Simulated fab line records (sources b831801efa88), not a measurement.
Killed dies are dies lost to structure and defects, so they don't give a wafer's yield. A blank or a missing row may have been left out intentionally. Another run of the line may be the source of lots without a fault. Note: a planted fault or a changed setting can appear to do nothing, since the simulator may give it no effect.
Which tool did it? :: flow gf180mcu :: 13 lots with 39 wafers sampled at 4 steps, on a route of 602 steps

== WHAT THE GAUGES READ, wafer by wafer ==
GF_HV_LDD_OVL_MEAS_32. Usual: HV_LDD_02_OVL gives 0.5 nm (standard deviation 1.2).
lot: L408
measured: day 11 07:02
on: overlay-01
HV_LDD_02_OVL (nm): 0.7 0.3 -0.3
flag: 

lot: L409
measured: day 11 17:20
on: overlay-02
HV_LDD_02_OVL (nm): 1.1 -0.2 -0.7
flag: 

lot: L410
measured: day 12 02:34
on: overlay-02
HV_LDD_02_OVL (nm): 1.5 0.2 2.1
flag: 

lot: L411
measured: day 12 10:11
on: overlay-01
HV_LDD_02_OVL (nm): 0.8 -0.1 0.1
flag: 

lot: L412
measured: day 12 16:56
on: overlay-02
HV_LDD_02_OVL (nm): 1.0 2.2 1.3
flag: 

lot: L413
measured: day 13 06:02
on: overlay-01
HV_LDD_02_OVL (nm): -0.5 1.9 1.9
flag: 

lot: L424
measured: day 16 22:47
on: overlay-01
HV_LDD_02_OVL (nm): 2.8 -0.4 1.7
flag: 

lot: L425
measured: day 17 10:08
on: overlay-01
HV_LDD_02_OVL (nm): -0.1 -1.5 -0.4
flag: 

lot: L426
measured: day 17 15:26
on: overlay-02
HV_LDD_02_OVL (nm): 0.0 -1.4 0.2
flag: 

lot: L427
measured: day 17 20:14
on: overlay-02
HV_LDD_02_OVL (nm): 0.0 -1.1 -0.2
flag: 

lot: L428
measured: day 18 03:56
on: overlay-02
HV_LDD_02_OVL (nm): -0.9 0.2 -1.5
flag: 

lot: L429
measured: day 18 12:21
on: overlay-01
HV_LDD_02_OVL (nm): 0.1 2.3 0.2
flag: 

lot: L431
measured: day 19 07:29
on: overlay-02
HV_LDD_02_OVL (nm): -0.3 0.9 1.1
flag: 

GF_NSD_CD_MEAS_07: the cd target is 400 nm. Usual: cd nm 399.6 nm, standard deviation 2.3.
lot: L408
measured: day 13 02:55
on: cd sem-02
cd nm (nm): 396.5 397.9 397.8
flag: 

lot: L409
measured: day 13 12:11
on: cd sem-01
cd nm (nm): 398.7 397.3 398.3
flag: 

lot: L410
measured: day 13 22:07
on: cd sem-02
cd nm (nm): 395.3 395.3 396.3
flag: 

lot: L411
measured: day 14 05:28
on: cd sem-02
cd nm (nm): 400.2 399.5 397.1
flag: 

lot: L412
measured: day 14 13:55
on: cd sem-02
cd nm (nm): 402.1 401.4 401.5
flag: 

lot: L413
measured: day 15 02:35
on: cd sem-01
cd nm (nm): 401.9 399.2 399.6
flag: 

lot: L424
measured: day 19 00:37
on: cd sem-02
cd nm (nm): 398.9 398.3 398.3
flag: 

lot: L425
measured: day 19 13:53
on: cd sem-01
cd nm (nm): 401.2 399.8 401.1
flag: 

lot: L426
measured: day 19 18:58
on: cd sem-01
cd nm (nm): 400.7 400.6 398.9
flag: 

lot: L427
measured: day 19 23:26
on: cd sem-02
cd nm (nm): 400.2 399.6 400.9
flag: 

lot: L428
measured: day 20 08:20
on: cd sem-01
cd nm (nm): 399.1 398.6 400.9
flag: 

lot: L429
measured: day 20 17:10
on: cd sem-02
cd nm (nm): 398.4 399.7 399.4
flag: 

lot: L431
measured: day 21 11:28
on: cd sem-02
cd nm (nm): 397.4 397.4 396.2
flag: 

GF_SAB_CD_MEAS_09: the cd target is 420 nm. Usual: cd nm 420.4 nm, standard deviation 2.1.
lot: L408
measured: day 14 20:35
on: cd sem-02
cd nm (nm): 417.5 418.7 418.1
flag: 

lot: L409
measured: day 15 07:01
on: cd sem-01
cd nm (nm): 423.4 423.1 421.3
flag: 

lot: L410
measured: day 15 17:09
on: cd sem-01
cd nm (nm): 416.0 416.6 417.5
flag: 

lot: L411
measured: day 16 01:01
on: cd sem-02
cd nm (nm): 424.5 422.4 422.3
flag: 

lot: L412
measured: day 16 10:57
on: cd sem-01
cd nm (nm): 418.4 419.3 418.9
flag: 

lot: L413
measured: day 17 00:08
on: cd sem-02
cd nm (nm): 418.9 417.9 419.4
flag: 

lot: L424
measured: day 21 01:51
on: cd sem-01
cd nm (nm): 421.3 421.0 422.0
flag: 

lot: L425
measured: day 21 15:01
on: cd sem-01
cd nm (nm): 420.9 422.4 419.8
flag: 

lot: L426
measured: day 21 20:40
on: cd sem-02
cd nm (nm): 421.1 419.9 422.4
flag: 

lot: L427
measured: day 22 00:08
on: cd sem-02
cd nm (nm): 421.7 419.4 419.2
flag: 

lot: L428
measured: day 22 09:04
on: cd sem-02
cd nm (nm): 419.6 422.8 418.9
flag: 

lot: L429
measured: day 22 18:01
on: cd sem-02
cd nm (nm): 419.5 419.5 418.5
flag: 

lot: L431
measured: day 23 11:01
on: cd sem-01
cd nm (nm): 417.1 420.1 420.2
flag: 

== WHICH TOOL RAN EACH LOT (tool, then ch and the chambers of the sampled wafers, then the start) ==
lot: L408
GF_LVPWELL_EXPOSE_04: iline stepper-01 ch 0, day 3 14:27

lot: L409
GF_LVPWELL_EXPOSE_04: iline stepper-01 ch 0, day 3 19:38

lot: L410
GF_LVPWELL_EXPOSE_04: iline stepper-01 ch 0, day 4 01:38

lot: L411
GF_LVPWELL_EXPOSE_04: iline stepper-01 ch 0, day 4 05:50

lot: L412
GF_LVPWELL_EXPOSE_04: iline stepper-01 ch 0, day 4 11:31

lot: L413
GF_LVPWELL_EXPOSE_04: iline stepper-01 ch 0, day 4 18:08

lot: L424
GF_LVPWELL_EXPOSE_04: iline stepper-01 ch 0, day 7 08:58

lot: L425
GF_LVPWELL_EXPOSE_04: iline stepper-02 ch 0, day 7 13:04

lot: L426
GF_LVPWELL_EXPOSE_04: iline stepper-01 ch 0, day 7 19:50

lot: L427
GF_LVPWELL_EXPOSE_04: iline stepper-01 ch 0, day 7 23:59

lot: L428
GF_LVPWELL_EXPOSE_04: iline stepper-01 ch 0, day 8 05:23

lot: L429
GF_LVPWELL_EXPOSE_04: iline stepper-01 ch 0, day 8 12:31

lot: L431
GF_LVPWELL_EXPOSE_04: iline stepper-01 ch 0, day 9 02:59
- GF_LVPWELL_EXPOSE_04: exposes mask LVPWELL, target cd 600 nm.

== WHAT THE TOOLS THEMSELVES READ (means of the sampled wafers that have a number; where no wafer has one, the mark that the record gives instead) ==
The record holds no such reading with a usual standard deviation.

== THE ANSWER, worked out from the rows above alone ==
Rule: take the mean of a lot's wafers that have a number; if it is more than 3 standard deviations from the usual mean, the lot is off. Also off: a lot with no number at a reading for which 4 or more lots have one. Where the step has rows for the other lots, those lots are counted as sound. Order of review: gauges by route order, followed by the tools' own readings, for which a lot's mean as printed above is used. At the first step where some lot is off, the reading lying furthest off is the one used; lots without a number count as furthest.
No lot is off at any reading shown: from this, nothing can be told.

== WHAT HAD BEEN PUT IN BY THE SIMULATOR ==
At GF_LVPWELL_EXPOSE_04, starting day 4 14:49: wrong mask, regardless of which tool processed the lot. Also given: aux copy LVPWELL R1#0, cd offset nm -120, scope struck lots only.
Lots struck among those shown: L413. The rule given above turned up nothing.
